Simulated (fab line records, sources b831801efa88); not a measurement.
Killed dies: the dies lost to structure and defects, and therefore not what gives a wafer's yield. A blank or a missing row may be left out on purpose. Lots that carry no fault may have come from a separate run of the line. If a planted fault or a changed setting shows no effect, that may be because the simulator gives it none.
2 desks looking at one fault / flow gf180mcu / each desk holds nothing but its own numbers, with what lay behind them at the end

== TOOL OWNER'S DESK, cvd_w-02 ==
The tool's own readings at GF_V3_CVD_23 (deposits W, target thk 350 nm, time 104.9 s): means of the sampled wafers that have a number, for each lot that ran on this tool. If a lot's mean is further than 4 standard deviations from the usual mean, the lot is out of limits and carries the mark OUT (the distance appears in the brackets).
Columns: A = heater_power_outer_w at GF_V3_CVD_23, usual 506 W; B = heater_power_w at GF_V3_CVD_23, usual 798 W
lot=L261; first seen here=day 22 20:05; A=505; B=782
lot=L262; first seen here=day 23 07:33; A=482; B=741
lot=L264; first seen here=day 23 23:24; A=493; B=745
lot=L266; first seen here=day 24 08:41; A=463; B=700
lot=L267; first seen here=day 24 13:30; A=502; B=783
lot=L269; first seen here=day 25 16:26; A=503; B=785
lot=L271; first seen here=day 25 20:53; A=484; B=760
lot=L276; first seen here=day 27 11:56; A=502; B=784
This desk found nothing out of limits on any of the 8 lots.

== THE METROLOGY DESK ==
What the gauges read, lot by lot, whatever tool the lot ran on: means of the sampled wafers that have a number. If a lot's mean is further than 4 standard deviations from the usual mean, the lot is out of limits and carries the mark OUT (the distance appears in the brackets).
Columns: A = M3_ALCU_RS at GF_M3_RS_MEAS_05, usual 0.0696 ohm/sq; B = V3_W_RS at GF_V3_RS_MEAS_24, usual 0.328 ohm/sq; C = V3_W_THK at GF_V3_THK_MEAS_25, usual 358 nm
lot=L261; first seen here=day 20 19:10; A=0.0703; B=0.325; C=357
lot=L262; first seen here=day 21 07:07; A=0.0701; B=0.326; C=360
lot=L264; first seen here=day 22 00:20; A=0.0699; B=0.328; C=358
lot=L266; first seen here=day 22 09:30; A=0.0699; B=0.331; C=353
lot=L267; first seen here=day 22 14:55; A=0.0696; B=0.322; C=370
lot=L268; first seen here=day 23 03:03; A=0.0695; B=0.329; C=354
lot=L269; first seen here=day 23 17:42; A=0.0698; B=0.336; C=347
lot=L271; first seen here=day 23 23:15; A=0.0700; B=0.331; C=352
lot=L273; first seen here=day 24 22:26; A=0.0690; B=0.329; C=362
lot=L276; first seen here=day 25 15:31; A=0.0695; B=0.294 (-9.8) OUT; C=420 (+11) OUT
This desk finds L276 out of limits, with the earliest case on L276 at day 27 12:03 (V3_W_RS at GF_V3_RS_MEAS_24). L261, L262, L264, L266, L267, L268, L269, L271, L273: within limits.

== ALL TOGETHER ==
The metrology desk could have raised an alarm at day 27 12:03, on L276.
Nothing out of limits was seen by the tool owner's desk.
The tool owner's desk has L276 on record, within its limits.
GF_V3_CVD_23 was run on cvd_w-02 by each of the lots named.

== WHAT THE SIMULATOR PUT IN ==
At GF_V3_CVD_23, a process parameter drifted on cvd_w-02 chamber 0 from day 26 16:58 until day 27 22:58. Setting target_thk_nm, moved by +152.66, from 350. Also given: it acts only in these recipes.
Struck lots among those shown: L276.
Per desk, hours elapsed from the start of the fault to the first reading out of limits: for the metrology desk, 19.
